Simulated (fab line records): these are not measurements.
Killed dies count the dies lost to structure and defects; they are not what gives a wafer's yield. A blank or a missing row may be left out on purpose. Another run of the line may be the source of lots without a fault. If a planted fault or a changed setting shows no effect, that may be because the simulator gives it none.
A single fault, viewed from 2 desks -- flow gf180mcu -- each desk holds nothing but its own numbers, with what lay behind them at the end

AT THE METROLOGY DESK
Means of the sampled wafers that have a number, per lot and without regard to the tool the lot ran on: this is what the gauges read. Any lot whose mean is over 4 standard deviations away from the usual mean is out of limits and marked OUT; that distance is given in the brackets.
Columns: A = V4_BOW at GF_V4_BOW_MEAS_05, usual 135 um; B = MIM_ALCU_RS at GF_MIM_RS_MEAS_10, usual 0.1595 ohm/sq
lot,first seen here,A,B
L144,day 24 18:22,136,0.1618
L146,day 25 05:44,132,0.1621
L149,day 26 08:16,128,0.1592
L150,day 26 13:40,140,0.1600
L151,day 27 00:41,146,0.1588
L152,day 27 10:04,136,0.1578
L153,day 27 13:01,128,0.1586
L154,day 27 19:19,133,0.1578
L155,day 28 03:55,139,0.1589
L158,day 29 02:07,139,0.1604
L160,day 29 13:27,128,0.1598
L163,day 30 07:46,141,0.1585
L164,day 30 15:09,129,0.1618
This desk's verdict: no lot among the 13 shows anything out of limits.

DESK OF THE TOOL OWNER: cmp-01
The tool's own readings at GF_V4_CMP_26 (polishes, stops on SiO2, t overpolish 15 s, target thk 0 nm): means of the sampled wafers that have a number, for each lot that ran on this tool. Any lot whose mean is over 4 standard deviations away from the usual mean is out of limits and marked OUT; that distance is given in the brackets.
Columns: A = motor-current-A at GF_V4_CMP_26, usual 11.0 A; B = overpolish-run-s at GF_V4_CMP_26, usual 15.000 s; C = time-to-endpoint-s at GF_V4_CMP_26, usual 85 s
lot,first seen here,A,B,C
L146,day 26 03:50,10.4,14.996,81
L150,day 27 11:37,10.2,15.002,83
L151,day 27 21:53,10.9,15.000,84
L152,day 28 07:43,10.0,15.000,83
L153,day 28 10:29,9.9,15.006,84
L154,day 28 16:50,10.6,14.998,88
L155,day 28 23:58,10.1,14.994,86
L158,day 29 21:49,10.4,10.016 (-99 or more) OUT,98 (+4.0) OUT
L160,day 30 09:23,10.0,10.008 (-99 or more) OUT,97
This desk's verdict: out of limits on L158, L160, starting with L158 at day 29 21:49 (overpolish-run-s at GF_V4_CMP_26). L146, L150, L151, L152, L153, L154, L155: within limits.

TAKEN TOGETHER
The tool owner's desk could have raised an alarm at day 29 21:49, on L158, L160.
Nothing out of limits was seen by the metrology desk.
The metrology desk holds a record of L158, L160, inside its limits.
On cmp-01, each named lot ran GF_V4_CMP_26.

WHAT THE SIMULATOR PUT IN
cmp-01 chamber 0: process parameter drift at GF_V4_CMP_26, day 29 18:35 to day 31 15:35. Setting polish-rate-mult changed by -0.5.
Struck lots among those shown: L158, L160.
Hours from the fault's start to each desk's first reading out of limits: the tool owner's desk, 3.
